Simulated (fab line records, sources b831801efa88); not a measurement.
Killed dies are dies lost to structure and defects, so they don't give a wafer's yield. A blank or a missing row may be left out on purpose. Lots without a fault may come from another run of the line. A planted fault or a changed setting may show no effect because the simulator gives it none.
Problem report in the 8D (eight disciplines) form, filled by code | flow gf180mcu | the parts of the form that need people (team, actions taken, sign-off) are left out

1. THE PROBLEM
LVPWELL_RS at GF_VT_IMPLANT_RS_MEAS_48 reads a mean of 1233 ohm/sq on 9 wafers of 3 lots; wafers without a fault read 1197 ohm/sq with a standard deviation of 3.1. That is +11 standard deviations from the usual mean.
The step: measures by four-point-probe.
First seen on wafer L360.3, day 11 00:49, on film_metro-02. The record holds 42 wafers of 14 lots with a number at this step. Rule for "out", or "out of limits": more than 4 standard deviations from the usual mean. The other wafers with a number count as sound.

2. WHAT IT IS AND WHAT IT IS NOT
question                    | is                           | is not
which readings at this step | LVPWELL_RS                   | -
which lots                  | L360, L361, L362             | L348, L349, L350, L351, L355, L356, L357, L359, L368, L369, L371
which wafers of those lots  | all that have a number       | -
read on which gauges        | film_metro-02, film_metro-04 | film_metro-01
when                        | from day 11 00:49            | up to then (24 sound wafers); but 9 sound wafers of L368, L369, L371 came after

3. SUSPECTS, AND WHAT RULES EACH OUT
Counting: a tool at a process step up to the reading stays a suspect if it ran every lot that is out and no sound lot after the first of them.
- the gauge at GF_VT_IMPLANT_RS_MEAS_48: ruled out. The wafers that are out were read on 2 gauges (film_metro-02, film_metro-04).
- implanter-01 at GF_LVPWELL_IMPLANT_08: kept. It ran every lot that is out, first L360 (day 6 17:29), and no sound lot after that; its last sound lot up to then is L357 (day 5 23:17). Its own readings are out on those wafers: beam_energy_keV.
Left after counting: implanter-01 at GF_LVPWELL_IMPLANT_08.

4. THE CAUSE (what the simulator had put in)
Process parameter drift: implanter-01, from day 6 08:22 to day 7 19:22, at GF_LVPWELL_IMPLANT_08. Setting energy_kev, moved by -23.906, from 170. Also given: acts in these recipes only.
Counting left only this tool.

5. THE CHAIN OF EFFECTS, in route order
Each row: a reading whose mean over the struck wafers that have a number lies more than 3 standard deviations from the usual. Only readings for which the record gives a usual standard deviation are gone through. hours: the time from each lot's start at the first step in this table that gives one to its start at this step, as a median over the lots. sigmas: the change in usual standard deviations.
hours | step                     | reading         | usual       | on struck wafers | change | sigmas
0     | GF_LVPWELL_IMPLANT_08    | beam_energy_keV | 170.00      | 146.09           | -23.91 | -99 or more
104   | GF_VT_IMPLANT_RS_MEAS_48 | LVPWELL_RS      | 1197 ohm/sq | 1233             | +36    | +11
The process steps in it:
- GF_LVPWELL_IMPLANT_08
Later measuring or inspecting steps at which every struck wafer that the step has a row for has a number for every such reading, and none has moved that far: GF_POLY_GATE_OVL_MEAS_11.

6. WHAT WOULD HAVE CAUGHT IT SOONER
In this record the first reading out of limits at a measuring or inspecting step was taken at day 11 00:49, 112 hours after the fault began at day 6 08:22.
The tool's own readings at GF_LVPWELL_IMPLANT_08 were out on every struck wafer that the step has a row for (beam_energy_keV): an alarm limit on them would have fired on the first of those.
All the lots that are out (3) had begun GF_LVPWELL_IMPLANT_08 on implanter-01 by day 11 00:49. A hold on the tool at that time would have spared none of them.
